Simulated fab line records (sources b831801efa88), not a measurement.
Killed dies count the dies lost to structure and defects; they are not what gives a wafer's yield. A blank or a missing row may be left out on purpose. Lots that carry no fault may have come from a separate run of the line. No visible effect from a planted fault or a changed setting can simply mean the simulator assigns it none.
Which tool did it? ; flow gf180mcu ; 13 lots, 38 wafers sampled, at 1 step of a route of 602

WHAT THE GAUGES READ, wafer by wafer
GF_M2_CD_MEAS_14: the cd target is 280 nm.
lot;measured;on;cd-nm (nm)
L493;day 19 07:50;cd-sem-02;279.0 280.1 280.2
L494;day 19 21:11;cd-sem-01;281.0 282.0 281.8
L496;day 20 14:15;cd-sem-02;278.8 278.3 277.9
L497;day 20 21:29;cd-sem-02;278.4 278.6 279.8
L500;day 22 09:12;cd-sem-01;279.9 279.2 279.5
L501;day 22 14:37;cd-sem-01;280.8 281.1 281.3
L502;day 22 23:48;cd-sem-01;279.8 280.5 280.4
L505;day 23 16:55;cd-sem-02;279.6 280.6
L506;day 24 02:01;cd-sem-02;277.3 277.3 276.8
L510;day 25 08:22;cd-sem-01;278.4 277.0 278.7
L513;day 26 08:31;cd-sem-02;281.8 280.7 281.6
L514;day 27 00:12;cd-sem-02;281.5 280.7 280.7
L516;day 27 07:17;cd-sem-02;277.5 277.7 279.1

WHICH TOOL RAN EACH LOT (tool, then ch and the chambers of the sampled wafers, then the start)
The record holds no process step before these readings.

WHAT THE TOOLS THEMSELVES READ (means of the sampled wafers that have a number; where no wafer has one, the mark that the record gives instead)
The record holds no such reading with a usual standard deviation.

THE ANSWER, worked out from the rows above alone
Rule: what is usual is taken from the lots themselves. The widest of any qualifying gaps counts: lots, ordered by their means at a reading, are off when they make up no more than a third of the lots, leave a main group of 4 or more, and stand apart from it by 3 or more times the standard deviation of that group's means. A main group is skipped when, at the precision printed for the reading in the tables above, its means are all equal. A lot without any number at a reading at which 4 lots or more have one is off too. The other lots that the step has rows for count as sound. After the gauges, taken in route order, come the tools' own readings; for these a lot's mean is taken, as printed above. At the first step where some lot is off, the reading lying furthest off is the one used; lots without a number count as furthest.
Across all readings shown, no lot is off: no conclusion can be drawn from this.

WHAT HAD BEEN PUT IN BY THE SIMULATOR
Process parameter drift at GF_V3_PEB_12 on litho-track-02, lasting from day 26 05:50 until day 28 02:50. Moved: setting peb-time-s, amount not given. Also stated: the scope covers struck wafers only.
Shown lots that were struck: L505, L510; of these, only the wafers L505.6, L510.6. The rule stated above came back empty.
